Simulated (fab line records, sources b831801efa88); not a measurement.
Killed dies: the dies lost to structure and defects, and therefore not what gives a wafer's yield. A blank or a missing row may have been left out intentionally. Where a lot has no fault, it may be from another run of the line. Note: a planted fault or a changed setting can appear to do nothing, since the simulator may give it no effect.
Chamber matching ; flow gf180mcu ; pecvd-04 running GF_V4_CVD_02: 3 sister chambers
The step deposits SiO2 from TEOS, target thk 850 nm, time 94.851 s. 6 wafers are shown with their chamber, then 8 later ones without.

## WAFERS PAIRED WITH THEIR CHAMBERS
wafer;chamber;heaterPowerW (W);heaterPowerOuterW (W)
L080.2;1;481;257
L083.4;0;578;355
L084.1;1;576;333
L084.2;2;480;316
L084.4;2;526;365
L091.2;0;609;384

## WAFERS WITHOUT THEIR CHAMBER
wafer;heaterPowerW (W);heaterPowerOuterW (W)
L091.3;518;292
L091.6;572;399
L093.1;485;334
L093.5;528;379
L093.6;635;408
L097.3;524;350
L097.5;554;385
L097.6;611;401

## WHICH CHAMBER EACH WENT THROUGH
wafer;from the rows above;in truth
L091.3;can't be placed: 1 or 2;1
L091.6;can't be placed: 0 or 2 or 1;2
L093.1;can't be placed: 2 or 1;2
L093.5;can't be placed: 2 or 0 or 1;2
L093.6;0;0
L097.3;can't be placed: 2 or 1 or 0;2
L097.5;can't be placed: 0 or 2 or 1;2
L097.6;can't be placed: 0 or 2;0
1 of 8 placed correctly. Unplaceable from these rows: 7, with the true chamber sitting among the candidates in 7. Number placed wrongly: 0.
How it was worked out, from the rows above alone: a wafer's distance from a chamber is the root of the sum, over the readings, of the square of ((its reading less the chamber's mean) divided by the reading's scatter). The wafer belongs to the nearest chamber; if the next one is less than 2 further off, it can't be placed. The mean given for a chamber averages the wafers shown for that chamber. The scatter: take each reading less its chamber's mean, square it, sum over the shown wafers, divide by the number of wafers less the number of chambers, and take the root.
